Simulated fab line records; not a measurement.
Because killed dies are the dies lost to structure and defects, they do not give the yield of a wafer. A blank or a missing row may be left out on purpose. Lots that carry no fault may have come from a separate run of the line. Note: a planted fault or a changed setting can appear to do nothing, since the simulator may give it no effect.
Struck lot and sound lot, side by side | flow gf180mcu | 16 steps out of a route of 602
Sound: wafers L368.1, L368.3, L368.5. Struck: wafers L379.1, L379.5 (left out: L379.2, a lot-mate that was not struck); the cause follows at the end.
At each step with rows: each side's tool, then ch and its chambers, then its first start. Under that, the readings that differ: sound wafers | struck wafers | difference of the means | sigmas: that difference in standard deviations of wafers without a fault.
alike: words and numbers the same on both sides, and readings whose means are apart by under 2 such deviations; not compared: readings that were withheld, readings missing a value for some wafer, numbers with overlapping values and no deviation given by the record, and bounds like >300 which may hide the same value.
A row with sigmas, a row that says differs or no value, or rows on one side alone: a step with any of these is where the two part. Numbers that don't overlap but have no deviation are shown without sigmas and don't part them. Lack of a reading on every wafer of one side parts them only where that side has two or more wafers.

GF_M4_SPUTTER_04: material TiN, target thk 50 nm, time 41.7 s.
  sound: pvd_sputter-02 at day 25 03:35; struck: pvd_sputter-02 at day 28 10:14
  alike: throttle_valve_pct
GF_M4_RS_MEAS_05: uses a four-point probe to measure.
  sound: film_metro-04 at day 25 03:37; struck: film_metro-03 at day 28 10:16
  alike: M4_ALCU_RS
GF_M4_THK_MEAS_06: measures by xrf.
  sound: film_metro-04 at day 25 03:44; struck: film_metro-03 at day 28 10:23
  reading          | sound       | struck  | difference | sigmas
  M4_ALCU_THK (nm) | 436 437 439 | 450 454 | +15        | +2
then, 7 steps without rows for these wafers: GF_M4_DEHYDRATE_07 (time 60 s); GF_M4_HMDS_08 (prime time 60 s); GF_M4_COAT_09 (resist thk 1000 nm); GF_M4_SOFTBAKE_10 (time 60 s); GF_M4_EXPOSE_11 (exposes mask Metal4, target cd 280 nm); GF_M4_PEB_12 (peb time 90 s); GF_M4_DEVELOP_13 (develop time 60 s).
GF_M4_CD_MEAS_14: the cd target is 280 nm.
  sound: cd_sem-02 at day 26 00:25; struck: cd_sem-01 at day 29 05:23
  alike: cd_nm
GF_M4_OVL_MEAS_15:
  sound: overlay-02 at day 26 00:32; struck: overlay-02 at day 29 05:30
  alike: M4_OVL
GF_M4_METAL_ETCH_16: etches the open film in Cl2/BCl3, stops on SiO2, target depth 750.8 nm, time 125.1 s.
  sound on rie_metal-03 ch 0,1, day 26 00:35; struck on rie_metal-03 ch 0, day 29 05:32
  reading                             | sound             | struck      | difference | sigmas
  oes_product_au (a.u.)               | 0.983 0.993 0.993 | 0.972 0.965 | -0.021     | -3
  run_length_s (s)                    | 153.9 153.6 152.5 | 158.9 158.6 | +5.4       | +7
  model.KrF_of_M4_COAT_09.thk_nm (nm) | 687.3 683.6 683.3 | 672 679.3   | -9         |
  alike: drypump_motor_current_A, throttle_valve_pct
  not compared: rf_hours_counter_h
GF_M4_STRIP_17: strips in O2/N2.
  sound on plasma_asher-02 ch 1, day 26 00:43; struck on plasma_asher-02 ch 1, day 29 05:40
  reading                      | sound          | struck    | difference | sigmas
  strip_time_to_endpoint_s (s) | 7.41 7.38 7.37 | 7.26 7.32 | -0.10      | -2
  alike: drypump_motor_current_A, heater_power_w, n2_flow_sccm, oes_product_au
  not compared: rf_hours_counter_h
then, 1 step without rows for these wafers: GF_M4_STRIP_18 (strips in post etch residue remover, time 1200 s).
-- the record jumps here: 5 days lie between the struck wafers' starts before and after (it left off in module M4 and takes up again in module PASSIVATION, whose first step shown is number 602 of the route) --
GF_PASSIVATION_PROBE_99:
  the record has rows for the struck wafers here (prober-01, day 33 22:52) and none for the sound ones

== WHERE THEY PART ==
First at GF_M4_THK_MEAS_06; last, within this record, at GF_PASSIVATION_PROBE_99.

WHY: whatever the simulator had introduced
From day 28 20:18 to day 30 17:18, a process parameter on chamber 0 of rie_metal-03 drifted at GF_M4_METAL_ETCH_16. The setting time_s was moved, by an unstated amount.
